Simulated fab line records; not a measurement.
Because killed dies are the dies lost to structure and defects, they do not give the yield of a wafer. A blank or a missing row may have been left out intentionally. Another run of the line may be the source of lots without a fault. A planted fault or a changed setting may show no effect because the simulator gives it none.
What tool caused it? / flow sky130 / 41 wafers from 14 lots sampled at 7 of the route's 708 steps

WHAT EACH GAUGE READ, for each wafer
SKY_LI_CONTACT_THK_MEAS_01.
lot=L600; measured=day 28 00:22; on=film_metro-01; LI_CONTACT_HDPCVD_THK (nm)=928 929 923
lot=L601; measured=day 28 06:24; on=film_metro-01; LI_CONTACT_HDPCVD_THK (nm)=929 927 938
lot=L602; measured=day 28 22:13; on=film_metro-03; LI_CONTACT_HDPCVD_THK (nm)=940 946 948
lot=L603; measured=day 29 04:29; on=film_metro-03; LI_CONTACT_HDPCVD_THK (nm)=933 926 934
lot=L606; measured=day 30 00:50; on=film_metro-01; LI_CONTACT_HDPCVD_THK (nm)=931 936 933
lot=L607; measured=day 30 11:50; on=film_metro-03; LI_CONTACT_HDPCVD_THK (nm)=937 926 930
lot=L608; measured=day 30 15:26; on=film_metro-02; LI_CONTACT_HDPCVD_THK (nm)=925 938 924
lot=L609; measured=day 31 09:25; on=film_metro-01; LI_CONTACT_HDPCVD_THK (nm)=931 932 935
lot=L610; measured=day 31 10:28; on=film_metro-03; LI_CONTACT_HDPCVD_THK (nm)=939 929 929
lot=L611; measured=day 31 19:22; on=film_metro-01; LI_CONTACT_HDPCVD_THK (nm)=930 936 936
lot=L612; measured=day 32 00:23; on=film_metro-03; LI_CONTACT_HDPCVD_THK (nm)=939 942 936
lot=L613; measured=day 32 02:07; on=film_metro-03; LI_CONTACT_HDPCVD_THK (nm)=936 936 931
lot=L614; measured=day 32 19:56; on=film_metro-02; LI_CONTACT_HDPCVD_THK (nm)=935 940 944
lot=L615; measured=day 33 15:07; on=film_metro-02; LI_CONTACT_HDPCVD_THK (nm)=943 937

SKY_LOCAL_INTERCONNECT_CD_MEAS_11: the cd target is 170 nm.
lot=L600; measured=day 30 10:09; on=cd_sem-02; cd_nm (nm)=170.6 169.8 169.7
lot=L601; measured=day 30 16:53; on=cd_sem-02; cd_nm (nm)=170.8 171.3 169.3
lot=L602; measured=day 31 07:13; on=cd_sem-02; cd_nm (nm)=171.6 172.0 171.8
lot=L603; measured=day 31 13:40; on=cd_sem-01; cd_nm (nm)=169.7 169.8 169.1
lot=L606; measured=day 32 09:35; on=cd_sem-02; cd_nm (nm)=169.9 170.0 170.4
lot=L607; measured=day 32 20:51; on=cd_sem-01; cd_nm (nm)=168.6 168.6 167.3
lot=L608; measured=day 33 00:11; on=cd_sem-01; cd_nm (nm)=169.7 169.5 168.4
lot=L609; measured=day 33 16:24; on=cd_sem-01; cd_nm (nm)=171.4 172.5 171.1
lot=L610; measured=day 33 17:37; on=cd_sem-02; cd_nm (nm)=171.2 172.3 172.9
lot=L611; measured=day 34 02:50; on=cd_sem-02; cd_nm (nm)=169.4 169.5 169.3
lot=L612; measured=day 34 07:37; on=cd_sem-02; cd_nm (nm)=170.9 172.2 170.6
lot=L613; measured=day 34 09:48; on=cd_sem-01; cd_nm (nm)=171.2 172.9 172.7
lot=L614; measured=day 35 02:39; on=cd_sem-01; cd_nm (nm)=170.8 169.7 57.6
lot=L615; measured=day 35 20:43; on=cd_sem-02; cd_nm (nm)=169.4 57.7

SKY_CONTACT_THK_MEAS_01.
lot=L600; measured=day 30 11:04; on=film_metro-01; CONTACT_CVD_00_THK (nm)=72.7 73.8 75.4
lot=L601; measured=day 30 17:47; on=film_metro-02; CONTACT_CVD_00_THK (nm)=75.7 75.6 75.9
lot=L602; measured=day 31 08:07; on=film_metro-04; CONTACT_CVD_00_THK (nm)=73.8 75.9 75.6
lot=L603; measured=day 31 14:32; on=film_metro-04; CONTACT_CVD_00_THK (nm)=74.7 75.4 75.5
lot=L606; measured=day 32 10:29; on=film_metro-02; CONTACT_CVD_00_THK (nm)=75.4 74.7 76.4
lot=L607; measured=day 32 21:45; on=film_metro-01; CONTACT_CVD_00_THK (nm)=73.6 73.4 74.9
lot=L608; measured=day 33 01:04; on=film_metro-02; CONTACT_CVD_00_THK (nm)=74.1 75.9 75.4
lot=L609; measured=day 33 17:18; on=film_metro-04; CONTACT_CVD_00_THK (nm)=74.1 75.0 75.1
lot=L610; measured=day 33 18:31; on=film_metro-04; CONTACT_CVD_00_THK (nm)=74.4 74.6 75.8
lot=L611; measured=day 34 03:46; on=film_metro-01; CONTACT_CVD_00_THK (nm)=73.6 75.4 75.7
lot=L612; measured=day 34 08:31; on=film_metro-01; CONTACT_CVD_00_THK (nm)=75.1 74.2 75.0
lot=L613; measured=day 34 10:43; on=film_metro-02; CONTACT_CVD_00_THK (nm)=74.5 74.4 74.6
lot=L614; measured=day 35 03:41; on=film_metro-02; CONTACT_CVD_00_THK (nm)=73.8 74.9
lot=L615; measured=day 35 21:41; on=film_metro-04; CONTACT_CVD_00_THK (nm)=74.3

EACH LOT AND THE TOOL THAT RAN IT (in order: tool; ch and the chambers of the sampled wafers; start)
lot=L600; SKY_LDD_P_STRIP_10=plasma_asher-04 ch 0,1, day 18 22:46; SKY_SPACER_ETCHBACK_02=rie_diel-03 ch 1,2,3, day 23 01:42; SKY_LOCAL_INTERCONNECT_EXPOSE_08=krf_scanner-01 ch 0, day 29 19:46; SKY_CONTACT_CVD_00=pecvd-02 ch 0,1, day 30 11:01
lot=L601; SKY_LDD_P_STRIP_10=plasma_asher-04 ch 0,1, day 19 06:01; SKY_SPACER_ETCHBACK_02=rie_diel-01 ch 0,3, day 23 07:07; SKY_LOCAL_INTERCONNECT_EXPOSE_08=krf_scanner-01 ch 0, day 30 03:53; SKY_CONTACT_CVD_00=pecvd-02 ch 0,1, day 30 17:44
lot=L602; SKY_LDD_P_STRIP_10=plasma_asher-03 ch 0,1, day 20 02:25; SKY_SPACER_ETCHBACK_02=rie_diel-01 ch 0,2,3, day 24 00:32; SKY_LOCAL_INTERCONNECT_EXPOSE_08=krf_scanner-01 ch 0, day 30 16:52; SKY_CONTACT_CVD_00=pecvd-04 ch 0,2, day 31 08:04
lot=L603; SKY_LDD_P_STRIP_10=plasma_asher-03 ch 0,1, day 20 11:11; SKY_SPACER_ETCHBACK_02=rie_diel-01 ch 0,2,3, day 24 08:32; SKY_LOCAL_INTERCONNECT_EXPOSE_08=krf_scanner-02 ch 0, day 30 23:31; SKY_CONTACT_CVD_00=pecvd-03 ch 0,2, day 31 14:29
lot=L606; SKY_LDD_P_STRIP_10=plasma_asher-04 ch 0,1, day 21 07:07; SKY_SPACER_ETCHBACK_02=rie_diel-04 ch 1,2,3, day 25 03:25; SKY_LOCAL_INTERCONNECT_EXPOSE_08=krf_scanner-02 ch 0, day 31 19:40; SKY_CONTACT_CVD_00=pecvd-03 ch 1,2, day 32 10:26
lot=L607; SKY_LDD_P_STRIP_10=plasma_asher-04 ch 0,1, day 21 17:55; SKY_SPACER_ETCHBACK_02=rie_diel-04 ch 1,3, day 25 15:46; SKY_LOCAL_INTERCONNECT_EXPOSE_08=krf_scanner-01 ch 0, day 32 07:22; SKY_CONTACT_CVD_00=pecvd-02 ch 0,1, day 32 21:43
lot=L608; SKY_LDD_P_STRIP_10=plasma_asher-03 ch 0,1, day 21 23:32; SKY_SPACER_ETCHBACK_02=rie_diel-04 ch 0,3, day 25 19:23; SKY_LOCAL_INTERCONNECT_EXPOSE_08=krf_scanner-02 ch 0, day 32 11:25; SKY_CONTACT_CVD_00=pecvd-03 ch 0,1,2, day 33 01:02
lot=L609; SKY_LDD_P_STRIP_10=plasma_asher-02 ch 0,1, day 22 19:55; SKY_SPACER_ETCHBACK_02=rie_diel-03 ch 1,2, day 26 15:03; SKY_LOCAL_INTERCONNECT_EXPOSE_08=krf_scanner-01 ch 0, day 33 02:50; SKY_CONTACT_CVD_00=pecvd-04 ch 0,1, day 33 17:16
lot=L610; SKY_LDD_P_STRIP_10=plasma_asher-03 ch 0,1, day 22 20:13; SKY_SPACER_ETCHBACK_02=rie_diel-04 ch 0,1,2, day 26 16:15; SKY_LOCAL_INTERCONNECT_EXPOSE_08=krf_scanner-02 ch 0, day 33 03:44; SKY_CONTACT_CVD_00=pecvd-03 ch 1,2, day 33 18:29
lot=L611; SKY_LDD_P_STRIP_10=plasma_asher-04 ch 0,1, day 23 06:58; SKY_SPACER_ETCHBACK_02=rie_diel-01 ch 2,3, day 27 01:50; SKY_LOCAL_INTERCONNECT_EXPOSE_08=krf_scanner-02 ch 0, day 33 14:20; SKY_CONTACT_CVD_00=pecvd-04 ch 1,2, day 34 03:42
lot=L612; SKY_LDD_P_STRIP_10=plasma_asher-03 ch 0,1, day 23 12:58; SKY_SPACER_ETCHBACK_02=rie_diel-01 ch 0,2, day 27 07:10; SKY_LOCAL_INTERCONNECT_EXPOSE_08=krf_scanner-01 ch 0, day 33 19:50; SKY_CONTACT_CVD_00=pecvd-02 ch 0,2, day 34 08:29
lot=L613; SKY_LDD_P_STRIP_10=plasma_asher-04 ch 0,1, day 23 16:38; SKY_SPACER_ETCHBACK_02=rie_diel-03 ch 0,2, day 27 09:49; SKY_LOCAL_INTERCONNECT_EXPOSE_08=krf_scanner-01 ch 0, day 33 21:43; SKY_CONTACT_CVD_00=pecvd-04 ch 1, day 34 10:40
lot=L614; SKY_LDD_P_STRIP_10=plasma_asher-03 ch 0,1, day 24 09:31; SKY_SPACER_ETCHBACK_02=rie_diel-01 ch 0,2,3, day 28 03:25; SKY_LOCAL_INTERCONNECT_EXPOSE_08=krf_scanner-01 ch 0, day 34 12:54; SKY_CONTACT_CVD_00=pecvd-03 ch 0,2, day 35 03:38
lot=L615; SKY_LDD_P_STRIP_10=plasma_asher-02 ch 0, day 25 07:34; SKY_SPACER_ETCHBACK_02=rie_diel-04 ch 0,1, day 29 00:34; SKY_LOCAL_INTERCONNECT_EXPOSE_08=krf_scanner-01 ch 0, day 35 07:52; SKY_CONTACT_CVD_00=pecvd-03 ch 0, day 35 21:38
- SKY_LDD_P_STRIP_10: strips in O2/N2.
- SKY_SPACER_ETCHBACK_02: etches Si3N4 in CH3F/O2, stops on SiO2, time 46.7 s, target depth 45 nm.
- SKY_LOCAL_INTERCONNECT_EXPOSE_08: exposes mask LI1M, target cd 170 nm.
- SKY_CONTACT_CVD_00: deposits Si3N4, target thk 75 nm.

AS READ BY THE TOOLS THEMSELVES (means over the sampled wafers that have a number; for cases with no such wafer, the mark the record gives instead)
SKY_LDD_P_STRIP_10.
lot=L600; tool=plasma_asher-04; drypump_motor_current_A (A)=5.79; o2_flow_sccm (sccm)=3003; oes_product_au (a.u.)=0.712; strip_time_to_endpoint_s (s)=14.18
lot=L601; tool=plasma_asher-04; drypump_motor_current_A (A)=5.82; o2_flow_sccm (sccm)=2997; oes_product_au (a.u.)=0.712; strip_time_to_endpoint_s (s)=14.23
lot=L602; tool=plasma_asher-03; drypump_motor_current_A (A)=5.89; o2_flow_sccm (sccm)=3000; oes_product_au (a.u.)=0.717; strip_time_to_endpoint_s (s)=14.21
lot=L603; tool=plasma_asher-03; drypump_motor_current_A (A)=5.88; o2_flow_sccm (sccm)=2997; oes_product_au (a.u.)=0.715; strip_time_to_endpoint_s (s)=14.26
lot=L606; tool=plasma_asher-04; drypump_motor_current_A (A)=5.86; o2_flow_sccm (sccm)=2993; oes_product_au (a.u.)=0.716; strip_time_to_endpoint_s (s)=14.18
lot=L607; tool=plasma_asher-04; drypump_motor_current_A (A)=5.86; o2_flow_sccm (sccm)=3002; oes_product_au (a.u.)=0.718; strip_time_to_endpoint_s (s)=14.22
lot=L608; tool=plasma_asher-03; drypump_motor_current_A (A)=5.90; o2_flow_sccm (sccm)=3003; oes_product_au (a.u.)=0.718; strip_time_to_endpoint_s (s)=14.22
lot=L609; tool=plasma_asher-02; drypump_motor_current_A (A)=6.22; o2_flow_sccm (sccm)=3000; oes_product_au (a.u.)=0.719; strip_time_to_endpoint_s (s)=14.22
lot=L610; tool=plasma_asher-03; drypump_motor_current_A (A)=5.91; o2_flow_sccm (sccm)=3003; oes_product_au (a.u.)=0.717; strip_time_to_endpoint_s (s)=14.15
lot=L611; tool=plasma_asher-04; drypump_motor_current_A (A)=5.80; o2_flow_sccm (sccm)=2989; oes_product_au (a.u.)=0.721; strip_time_to_endpoint_s (s)=14.17
lot=L612; tool=plasma_asher-03; drypump_motor_current_A (A)=5.87; o2_flow_sccm (sccm)=3001; oes_product_au (a.u.)=0.713; strip_time_to_endpoint_s (s)=14.18
lot=L613; tool=plasma_asher-04; drypump_motor_current_A (A)=5.81; o2_flow_sccm (sccm)=3010; oes_product_au (a.u.)=0.721; strip_time_to_endpoint_s (s)=14.20
lot=L614; tool=plasma_asher-03; drypump_motor_current_A (A)=5.88; o2_flow_sccm (sccm)=2992; oes_product_au (a.u.)=0.716; strip_time_to_endpoint_s (s)=14.22
lot=L615; tool=plasma_asher-02; drypump_motor_current_A (A)=6.62; o2_flow_sccm (sccm)=3000; oes_product_au (a.u.)=0.716; strip_time_to_endpoint_s (s)=14.12

SKY_SPACER_ETCHBACK_02.
lot=L600; tool=rie_diel-03; O2_flow_sccm (sccm)=30.00; ch3f_flow_sccm (sccm)=40.01; drypump_motor_current_A (A)=5.6; oes_product_au (a.u.)=0.864; throttle_valve_pct (%)=10.574
lot=L601; tool=rie_diel-01; O2_flow_sccm (sccm)=30.01; ch3f_flow_sccm (sccm)=39.93; drypump_motor_current_A (A)=5.4; oes_product_au (a.u.)=0.854; throttle_valve_pct (%)=10.558
lot=L602; tool=rie_diel-01; O2_flow_sccm (sccm)=29.98; ch3f_flow_sccm (sccm)=39.89; drypump_motor_current_A (A)=5.8; oes_product_au (a.u.)=0.860; throttle_valve_pct (%)=10.567
lot=L603; tool=rie_diel-01; O2_flow_sccm (sccm)=29.96; ch3f_flow_sccm (sccm)=39.96; drypump_motor_current_A (A)=5.8; oes_product_au (a.u.)=0.861; throttle_valve_pct (%)=10.559
lot=L606; tool=rie_diel-04; O2_flow_sccm (sccm)=30.06; ch3f_flow_sccm (sccm)=39.90; drypump_motor_current_A (A)=5.5; oes_product_au (a.u.)=0.859; throttle_valve_pct (%)=10.563
lot=L607; tool=rie_diel-04; O2_flow_sccm (sccm)=29.99; ch3f_flow_sccm (sccm)=39.95; drypump_motor_current_A (A)=5.6; oes_product_au (a.u.)=0.861; throttle_valve_pct (%)=10.562
lot=L608; tool=rie_diel-04; O2_flow_sccm (sccm)=30.00; ch3f_flow_sccm (sccm)=39.95; drypump_motor_current_A (A)=5.8; oes_product_au (a.u.)=0.860; throttle_valve_pct (%)=10.556
lot=L609; tool=rie_diel-03; O2_flow_sccm (sccm)=30.06; ch3f_flow_sccm (sccm)=40.04; drypump_motor_current_A (A)=5.4; oes_product_au (a.u.)=0.864; throttle_valve_pct (%)=10.570
lot=L610; tool=rie_diel-04; O2_flow_sccm (sccm)=30.04; ch3f_flow_sccm (sccm)=39.91; drypump_motor_current_A (A)=5.6; oes_product_au (a.u.)=0.856; throttle_valve_pct (%)=10.565
lot=L611; tool=rie_diel-01; O2_flow_sccm (sccm)=30.04; ch3f_flow_sccm (sccm)=40.12; drypump_motor_current_A (A)=6.2; oes_product_au (a.u.)=0.858; throttle_valve_pct (%)=10.566
lot=L612; tool=rie_diel-01; O2_flow_sccm (sccm)=30.07; ch3f_flow_sccm (sccm)=39.92; drypump_motor_current_A (A)=5.8; oes_product_au (a.u.)=0.855; throttle_valve_pct (%)=10.555
lot=L613; tool=rie_diel-03; O2_flow_sccm (sccm)=30.08; ch3f_flow_sccm (sccm)=40.00; drypump_motor_current_A (A)=5.5; oes_product_au (a.u.)=0.852; throttle_valve_pct (%)=10.557
lot=L614; tool=rie_diel-01; O2_flow_sccm (sccm)=29.99; ch3f_flow_sccm (sccm)=39.97; drypump_motor_current_A (A)=5.8; oes_product_au (a.u.)=0.854; throttle_valve_pct (%)=10.568
lot=L615; tool=rie_diel-04; O2_flow_sccm (sccm)=30.03; ch3f_flow_sccm (sccm)=40.03; drypump_motor_current_A (A)=5.7; oes_product_au (a.u.)=0.857; throttle_valve_pct (%)=10.569

SKY_CONTACT_CVD_00.
lot=L600; tool=pecvd-02; heater_power_w (W)=668
lot=L601; tool=pecvd-02; heater_power_w (W)=635
lot=L602; tool=pecvd-04; heater_power_w (W)=652
lot=L603; tool=pecvd-03; heater_power_w (W)=849
lot=L606; tool=pecvd-03; heater_power_w (W)=853
lot=L607; tool=pecvd-02; heater_power_w (W)=636
lot=L608; tool=pecvd-03; heater_power_w (W)=877
lot=L609; tool=pecvd-04; heater_power_w (W)=739
lot=L610; tool=pecvd-03; heater_power_w (W)=840
lot=L611; tool=pecvd-04; heater_power_w (W)=857
lot=L612; tool=pecvd-02; heater_power_w (W)=631
lot=L613; tool=pecvd-04; heater_power_w (W)=844
lot=L614; tool=pecvd-03; heater_power_w (W)=794
lot=L615; tool=pecvd-03; heater_power_w (W)=914

THE ANSWER, worked out from the rows above alone
Rule: usual is defined by the lots themselves. Put in order of their means at a reading, lots are off if they are a third of the lots or fewer, leave a main group of 4 or more, and stand apart from it by a gap of 3 or more times the standard deviation of the main group's means; of several such gaps the widest counts. A main group whose means are all the same, to the digits that the tables above print for the reading, isn't used. Also off: a lot with no number at a reading for which 4 or more lots have one. The other lots that the step has rows for count as sound. The gauges are gone through in route order, then the tools' own readings, and for those a lot's mean is taken as printed above. At the first step where some lot is off, the reading lying furthest off is the one used; lots without a number count as furthest.
Off: L614, L615 (SKY_LOCAL_INTERCONNECT_CD_MEAS_11, cd_nm). The main group: mean 170.5 nm, standard deviation 1.3.
A tool fits if, at a process step before that reading, it ran every lot that is off, and no sound lot after the first of them. The gauges at SKY_LOCAL_INTERCONNECT_CD_MEAS_11 are tried like those tools. One fits: krf_scanner-01 at SKY_LOCAL_INTERCONNECT_EXPOSE_08. A fault onset in the window from L613 (day 33 21:43, its last sound lot) to L614 (day 34 12:54, its first lot off) fits.

WHAT THE SIMULATOR HAD PUT IN
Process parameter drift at SKY_LOCAL_INTERCONNECT_EXPOSE_08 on krf_scanner-01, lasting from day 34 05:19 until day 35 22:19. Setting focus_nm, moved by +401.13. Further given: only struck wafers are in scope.
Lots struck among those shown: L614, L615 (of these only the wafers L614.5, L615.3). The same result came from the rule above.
